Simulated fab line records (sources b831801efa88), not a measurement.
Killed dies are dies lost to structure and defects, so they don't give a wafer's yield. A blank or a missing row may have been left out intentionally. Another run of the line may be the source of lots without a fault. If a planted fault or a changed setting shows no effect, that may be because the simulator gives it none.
Tool commonality check ; flow sky130 ; Sampled: 14 lots, 42 wafers

== WHY THIS WAS OPENED ==
2 of 14 lots carry a flag on the reading LDD_N_TW at SKY_LDD_N_TW_MEAS_17. Fault-free wafers read 2589, with a standard deviation of 14.
Rule: a lot is flagged in two cases, either no wafer of it has a number, or all its wafers with numbers fall more than 4 standard deviations from that mean. All remaining lots are regarded as sound.

lot;measured;on;LDD_N_TW, wafer by wafer;flag
L844;day 17 23:45;film_metro-02;2580 2571 2592;
L846;day 18 21:17;film_metro-04;2600 2595 2593;
L847;day 19 05:41;film_metro-01;2589 2596 2583;
L848;day 19 13:00;film_metro-01;2583 2584 2586;
L850;day 20 18:25;film_metro-01;2600 2619 2596;
L852;day 21 04:55;film_metro-01;2602 2593 2601;
L854;day 22 05:08;film_metro-04;2590 2586 2582;
L855;day 22 10:02;film_metro-02;2568 2555 2558;
L857;day 22 18:43;film_metro-01;2455 2459 2471;FLAGGED
L856;day 23 01:26;film_metro-04;2455 2449 2442;FLAGGED
L858;day 23 08:14;film_metro-01;2582 2593 2595;
L864;day 25 07:59;film_metro-01;2614 2594 2605;
L865;day 25 14:59;film_metro-01;2600 2591 2602;
L866;day 25 18:56;film_metro-02;2565 2561 2572;
The mean of the flagged lots' numbers is 2455, -134 from the usual (-10 standard deviations).

== EACH LOT AND THE TOOL IT RAN ON ==
2 process steps preceding the reading are held in the record, out of 708 steps in the route. Cell contents, in order: the tool; ch with the chambers the sampled wafers went through; the start.
lot;flag;SKY_LDD_N_IMPLANT_11;SKY_LDD_N_STRIP_16
L844;;implanter-02 ch 0, day 17 22:55;plasma_asher-02 ch 0,1, day 17 23:38
L846;;implanter-02 ch 0, day 18 20:26;plasma_asher-04 ch 0,1, day 18 21:11
L847;;implanter-02 ch 0, day 19 04:50;plasma_asher-04 ch 0,1, day 19 05:35
L848;;implanter-02 ch 0, day 19 12:11;plasma_asher-02 ch 0,1, day 19 12:55
L850;;implanter-02 ch 0, day 20 17:35;plasma_asher-01 ch 0,1, day 20 18:19
L852;;implanter-04 ch 0, day 21 04:07;plasma_asher-04 ch 0,1, day 21 04:49
L854;;implanter-04 ch 0, day 22 04:17;plasma_asher-04 ch 0,1, day 22 05:02
L855;;implanter-02 ch 0, day 22 09:11;plasma_asher-01 ch 0,1, day 22 09:56
L857;FLAGGED;implanter-03, day 22 17:54;plasma_asher-02 ch 0,1, day 22 18:37
L856;FLAGGED;implanter-04, day 23 00:35;plasma_asher-01 ch 0,1, day 23 01:20
L858;;implanter-04 ch 0, day 23 07:25;plasma_asher-01 ch 0,1, day 23 08:08
L864;;implanter-03 ch 0, day 25 07:08;plasma_asher-01 ch 1, day 25 07:53
L865;;implanter-03 ch 0, day 25 14:09;plasma_asher-01 ch 0,1, day 25 14:53
L866;;implanter-04 ch 0, day 25 17:59;plasma_asher-02 ch 0,1, day 25 18:44
What these steps do:
- SKY_LDD_N_IMPLANT_11
- SKY_LDD_N_STRIP_16: strips in O2/N2.
- SKY_LDD_N_TW_MEAS_17

== FLAGGED AGAINST TOTAL, ONE TOOL AT A TIME (gauges that did the reading follow at the end) ==
step;tool;lots run;flagged;share of the flagged lots;sound lots run after its first flagged lot
SKY_LDD_N_IMPLANT_11;implanter-02;6;0;none;-
SKY_LDD_N_IMPLANT_11;implanter-03;3;1;some;2 (L864,L865)
SKY_LDD_N_IMPLANT_11;implanter-04;5;1;some;2 (L858,L866)
SKY_LDD_N_STRIP_16;plasma_asher-01;6;1;some;3 (L858,L864,L865)
SKY_LDD_N_STRIP_16;plasma_asher-02;4;1;some;1 (L866)
SKY_LDD_N_STRIP_16;plasma_asher-04;4;0;none;-
SKY_LDD_N_TW_MEAS_17;film_metro-01;8;1;some;3 (L858,L864,L865)
SKY_LDD_N_TW_MEAS_17;film_metro-02;3;0;none;-
SKY_LDD_N_TW_MEAS_17;film_metro-04;3;1;some;0

== WHAT THE TABLE ALLOWS ==
No row of the table ran every flagged lot.

== WHAT THE SIMULATOR HAD INSERTED ==
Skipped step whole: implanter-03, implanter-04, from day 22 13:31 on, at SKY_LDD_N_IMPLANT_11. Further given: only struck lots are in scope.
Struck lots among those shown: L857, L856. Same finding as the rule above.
